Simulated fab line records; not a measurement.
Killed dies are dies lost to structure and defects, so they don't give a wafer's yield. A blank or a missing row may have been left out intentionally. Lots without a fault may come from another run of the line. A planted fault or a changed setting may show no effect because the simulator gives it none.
Matching of chambers    flow sky130    rie_diel-01 running SKY_VIA3_ETCH_15: 4 sister chambers
The step etches SiO2 in C4F8/O2/Ar, stops on TiN, target depth 507 nm, time 78 s. 4 wafers are shown with their chamber, then 12 later ones without.

EACH WAFER AND ITS CHAMBER
wafer   chamber  oes_product_au (a.u.)
L091.5  0        0.945
L092.1  1        0.941
L092.2  2        0.950
L092.3  3        0.942

WAFERS WITH NO CHAMBER GIVEN
wafer   oes_product_au (a.u.)
L092.4  0.948
L092.5  0.954
L092.6  0.951
L095.1  0.948
L095.2  0.943
L095.5  0.934
L094.3  0.944
L094.4  0.944
L094.5  0.941
L097.1  0.942
L097.3  0.943
L097.4  0.950

EACH ONE'S CHAMBER
wafer   from the rows above                in truth
L092.4  can't be placed: 2 or 0 or 3 or 1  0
L092.5  can't be placed: 2 or 0            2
L092.6  can't be placed: 2 or 0            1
L095.1  can't be placed: 2 or 0 or 3 or 1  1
L095.2  can't be placed: 3 or 0 or 1       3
L095.5  can't be placed: 1 or 3 or 0       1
L094.3  can't be placed: 0 or 3 or 1 or 2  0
L094.4  can't be placed: 0 or 3 or 1 or 2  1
L094.5  can't be placed: 1 or 3 or 0       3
L097.1  can't be placed: 3 or 1 or 0       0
L097.3  can't be placed: 3 or 0 or 1       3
L097.4  can't be placed: 2 or 0            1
Correct placement for 0 of the 12. These rows do not allow placing 12 (true chamber among the candidates in 10). Number placed wrongly: 0.
How it was worked out, from the rows above alone: a wafer's distance from a chamber is the root of the sum, over the readings, of the square of ((its reading less the chamber's mean) divided by the reading's scatter). The wafer belongs to the nearest chamber; if the next one is less than 2 further off, it can't be placed. The mean given for a chamber averages the wafers shown for that chamber. The scatter: with one shown wafer a chamber, the root of the mean of the squares of how far each hidden wafer lies from its nearest shown one.
